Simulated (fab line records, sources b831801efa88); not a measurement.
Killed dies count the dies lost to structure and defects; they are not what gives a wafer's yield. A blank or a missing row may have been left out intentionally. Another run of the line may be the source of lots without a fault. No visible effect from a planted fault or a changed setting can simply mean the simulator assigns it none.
Matching of chambers | flow sfq_line | 4 sister chambers for SFQ_TRILAYER_A5B_CMP_CMP_130 on cmp-02
The step polishes, stops on Nb, target thk 340.7 nm. 8 wafers are shown with their chamber, then 8 later ones without.

== WAFERS WITH THEIR CHAMBER ==
wafer  | chamber | motor_current_A (A) | head_pressure_psi (psi)
L690.3 | 1       | 10.4                | 3.000
L690.4 | 0       | 11.5                | 2.993
L691.4 | 1       | 9.6                 | 2.996
L694.5 | 2       | 11.2                | 3.002
L695.1 | 2       | 11.1                | 2.995
L695.2 | 3       | 10.5                | 2.999
L695.5 | 0       | 11.9                | 3.001
L699.4 | 3       | 11.1                | 3.001

== WAFERS WHOSE CHAMBER IS MISSING ==
wafer  | motor_current_A (A) | head_pressure_psi (psi)
L699.3 | 10.8                | 2.999
L699.6 | 11.3                | 3.014
L708.1 | 10.7                | 2.994
L708.2 | 11.1                | 2.990
L708.3 | 10.5                | 2.995
L709.3 | 10.4                | 3.004
L709.4 | 11.1                | 3.007
L709.6 | 11.5                | 2.995

== WHICH CHAMBER EACH ONE RAN IN ==
wafer  | from the rows above               | in truth
L699.3 | can't be placed: 3 or 2 or 1      | 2
L699.6 | can't be placed: 3 or 2 or 0 or 1 | 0
L708.1 | can't be placed: 3 or 2 or 1 or 0 | 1
L708.2 | can't be placed: 2 or 0 or 3 or 1 | 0
L708.3 | can't be placed: 3 or 1 or 2 or 0 | 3
L709.3 | can't be placed: 3 or 1 or 2      | 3
L709.4 | can't be placed: 3 or 2 or 0 or 1 | 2
L709.6 | can't be placed: 0 or 2 or 3      | 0
0 of 8 placed correctly. From these rows, 8 cannot be placed; in 8 the true chamber is one of the candidates. Number placed wrongly: 0.
How it was worked out, from the rows above alone: a wafer's distance from a chamber is the root of the sum, over the readings, of the square of ((its reading less the chamber's mean) divided by the reading's scatter). The wafer belongs to the nearest chamber; if the next one is less than 2 further off, it can't be placed. The mean given for a chamber averages the wafers shown for that chamber. The scatter is the square root of a quotient: the sum, over the shown wafers, of each reading's squared deviation from its chamber's mean, divided by wafers minus chambers.
